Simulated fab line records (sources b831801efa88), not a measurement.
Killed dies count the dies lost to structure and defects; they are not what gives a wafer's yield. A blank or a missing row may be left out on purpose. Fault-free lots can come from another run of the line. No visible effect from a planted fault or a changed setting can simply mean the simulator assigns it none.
What tool caused it? -- flow gf180mcu -- 11 lots with 33 wafers sampled at 3 steps, on a route of 602 steps

## WHAT THE GAUGES SHOWED, per wafer
GF_CONTACT_THK_MEAS_26: measures by xrf.
lot,measured,on,CONTACT_W_THK (nm)
L328,day 16 07:06,filmMetro-02,308 308 307
L329,day 16 15:51,filmMetro-03,302 307 307
L330,day 16 18:40,filmMetro-02,303 300 305
L333,day 18 02:31,filmMetro-03,305 302 307
L336,day 19 05:08,filmMetro-03,302 308 306
L341,day 21 01:49,filmMetro-02,303 304 303
L343,day 21 17:46,filmMetro-04,301 299 299
L345,day 22 05:46,filmMetro-03,303 299 303
L346,day 22 11:20,filmMetro-02,303 298 303
L347,day 23 02:56,filmMetro-03,306 300 307
L350,day 23 20:57,filmMetro-03,303 307 303

GF_V1_THK_MEAS_03.
lot,measured,on,V1_CVD_02_THK (nm)
L328,day 17 07:16,filmMetro-02,829 852 849
L329,day 17 16:38,filmMetro-01,855 871 859
L330,day 17 19:47,filmMetro-04,847 860 853
L333,day 19 03:58,filmMetro-01,844 845 859
L336,day 20 06:59,filmMetro-04,833 857 842
L341,day 22 03:25,filmMetro-04,838 859 862
L343,day 22 18:38,filmMetro-01,1163 841 857
L345,day 23 06:15,filmMetro-02,1159 1165 851
L346,day 23 11:56,filmMetro-01,843 851 857
L347,day 24 03:11,filmMetro-04,848 868 852
L350,day 24 20:22,filmMetro-01,832 862 848

## TOOL THAT RAN EACH LOT (tool first, then ch and the chambers of the sampled wafers, then the start)
lot,GF_V1_CVD_02
L328,"pecvd-03 ch 1,2, day 17 07:10"
L329,"pecvd-03 ch 1,2, day 17 16:34"
L330,"pecvd-01 ch 0,1,2, day 17 19:41"
L333,"pecvd-03 ch 0,1, day 19 03:53"
L336,"pecvd-01 ch 0,2, day 20 06:55"
L341,"pecvd-02 ch 0,2, day 22 03:19"
L343,"pecvd-03 ch 0,1,2, day 22 18:34"
L345,"pecvd-03 ch 0,2, day 23 06:11"
L346,"pecvd-01 ch 0,1,2, day 23 11:52"
L347,"pecvd-01 ch 0,1, day 24 03:05"
L350,"pecvd-02 ch 0,1,2, day 24 20:18"
- GF_V1_CVD_02: deposits SiO2 from TEOS, target thk 850 nm, time 94.851 s.

## WHAT THE TOOLS THEMSELVES READ (means of the sampled wafers that have a number; where no wafer has one, the mark that the record gives instead)
GF_V1_CVD_02.
lot,tool,heaterPowerW (W),runLengthS (s)
L328,pecvd-03,757,122.2
L329,pecvd-03,681,122.2
L330,pecvd-01,670,123.0
L333,pecvd-03,630,122.9
L336,pecvd-01,632,123.2
L341,pecvd-02,587,122.8
L343,pecvd-03,687,134.8
L345,pecvd-03,763,146.5
L346,pecvd-01,662,122.7
L347,pecvd-01,700,122.6
L350,pecvd-02,544,123.1

## THE ANSWER, worked out from the rows above alone
Rule: the usual values come from the lots themselves. The widest of any qualifying gaps counts: lots, ordered by their means at a reading, are off when they make up no more than a third of the lots, leave a main group of 4 or more, and stand apart from it by 3 or more times the standard deviation of that group's means. The tables above print the reading to a certain number of digits; a main group whose means all agree to those digits is not used. Also off: a lot with no number at a reading for which 4 or more lots have one. Any other lot the step has rows for is counted as sound. After the gauges, taken in route order, come the tools' own readings; for these a lot's mean is taken, as printed above. The first step at which some lot is off is used, and at that step the reading that is off furthest; a lot without a number counts as furthest.
Off: at GF_V1_THK_MEAS_03 (V1_CVD_02_THK), L343, L345. For the main group the mean is 851 nm and the standard deviation 5.5.
If a tool, at a process step before that reading, ran all the lots that are off and no sound lot after the first of them, it fits. Not tried: the gauges at GF_V1_THK_MEAS_03; whatever is off there is also off at GF_V1_CVD_02, on other tools, and gauge error can't account for it. One candidate fits, namely pecvd-03 at GF_V1_CVD_02. Its last sound lot is L333 (day 19 03:53), its first lot that is off L343 (day 22 18:34): a fault that began between those two fits.
The tool's own readings at GF_V1_CVD_02 bear it out: on the lots that are off they differ by more than 5 times the standard deviation of the sound lots' means. runLengthS reads 140.7 s there against 122.7 s on the sound lots.

## WHAT THE SIMULATOR HAD PUT IN
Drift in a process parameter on pecvd-03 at GF_V1_CVD_02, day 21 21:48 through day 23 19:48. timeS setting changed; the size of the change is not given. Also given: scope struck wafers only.
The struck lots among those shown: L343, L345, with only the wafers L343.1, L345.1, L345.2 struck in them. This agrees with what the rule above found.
